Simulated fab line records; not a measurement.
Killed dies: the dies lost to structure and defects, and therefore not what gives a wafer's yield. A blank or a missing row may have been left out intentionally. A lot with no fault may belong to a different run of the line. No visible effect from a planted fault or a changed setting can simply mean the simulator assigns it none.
Problem report, 8D (eight disciplines) form, completed by code | flow sky130 | the parts of the form that need people (team, actions taken, sign-off) are left out

1. WHAT WENT WRONG
Wafers without a fault read 596.5 W, standard deviation 2; rfFwdPowerW at SKY_FIELD_ISO_ETCH_17 reads a mean of 692.8 W on 2 wafers belonging to 2 lots. Relative to the usual mean, that is a shift of +48 standard deviations.
The step: etches Si in HBr/Cl2/O2, target depth 342 nm, time 97.7 s.
The first sign was on wafer L220.6 at day 4 09:43, on rieSi-01. The record holds 18 wafers of 6 lots with a number at this step. Rule for "out", or "out of limits": more than 4 standard deviations from the usual mean. The other wafers with a number count as sound.

2. WHAT IT IS, AND WHAT IT ISN'T
question                    | is                        | is not
which readings at this step | rfFwdPowerW, oesProductAu | drypumpMotorCurrentA
which lots                  | L220, L221                | L210, L211, L223, L231
which wafers of those lots  | L220.6, L221.2            | L220.1, L220.5, L221.1, L221.6
read on which tools         | rieSi-01                  | rieSi-02
when                        | from day 4 09:43          | up to then (8 sound wafers); but 8 sound wafers of L221, L223, L231 came after

3. WHAT RULES OUT EACH SUSPECT
Counting: a tool at a process step up to the reading stays a suspect if it ran every lot that is out. Sound lots after the first of them don't rule it out here, since some wafers of a struck lot are sound.
- rieDiel-04 at SKY_FIELD_ISO_ETCH_14 (etches BARC in N2/H2, stops on SiO2, time 45.9 s, target depth 60 nm): kept. It ran every lot that is out, first L220 (day 4 09:31).
- rieDiel-04 at SKY_FIELD_ISO_ETCH_15 (etches the open film in CHF3/O2, stops on Si, target depth 180 nm, time 72 s): kept. It ran every lot that is out, first L220 (day 4 09:34).
- plasmaAsher-04 at SKY_FIELD_ISO_STRIP_16 (strips in O2/N2): kept. Every lot that is out went through it, the first being L220 (day 4 09:37); the last sound lot it ran before that was L211 (day 2 09:53).
- rieSi-01 at SKY_FIELD_ISO_ETCH_17 (etches Si in HBr/Cl2/O2, target depth 342 nm, time 97.7 s): kept. It ran every lot that is out, first L220 (day 4 09:43). On those wafers its own readings are out: oesProductAu, rfFwdPowerW.
- In rieSi-01 at SKY_FIELD_ISO_ETCH_17, the wafers that are out were processed in chamber 0 and their sound lot-mates in chambers 2, 3.
Left after counting: rieDiel-04 at SKY_FIELD_ISO_ETCH_14, rieDiel-04 at SKY_FIELD_ISO_ETCH_15, plasmaAsher-04 at SKY_FIELD_ISO_STRIP_16, rieSi-01 at SKY_FIELD_ISO_ETCH_17.

4. THE CAUSE (what the simulator had put in)
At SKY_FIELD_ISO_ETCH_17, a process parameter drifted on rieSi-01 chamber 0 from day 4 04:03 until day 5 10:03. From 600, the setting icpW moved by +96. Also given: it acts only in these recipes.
Of the 4 suspects that counting leaves, this tool is one.

5. THE EFFECT CHAIN, in route order
Each row: a reading whose mean over the struck wafers that have a number lies more than 3 standard deviations from the usual. Scope: only readings with a usual standard deviation given in the record; hours: median across lots of the time from each lot's start at the first step in this table that gives one to its start at this step; sigmas: change in usual standard deviations.
hours | step                  | reading          | usual      | on struck wafers | change | sigmas
0     | SKY_FIELD_ISO_ETCH_17 | oesProductAu     | 1.001 a.u. | 1.065            | +0.064 | +8.2
0     | SKY_FIELD_ISO_ETCH_17 | rfFwdPowerW      | 596.5 W    | 692.8            | +96.3  | +48
0     | SKY_FIELD_ISO_ETCH_17 | throttleValvePct | 25.655 %   | 25.608           | -0.047 | -4.3
The process steps in it:
- SKY_FIELD_ISO_ETCH_17: etches Si in HBr/Cl2/O2, target depth 342 nm, time 97.7 s.

6. HOW IT WOULD HAVE BEEN CAUGHT EARLIER
6 hours passed between the start of the fault at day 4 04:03 and the first reading out of limits in this record, taken at day 4 09:43.
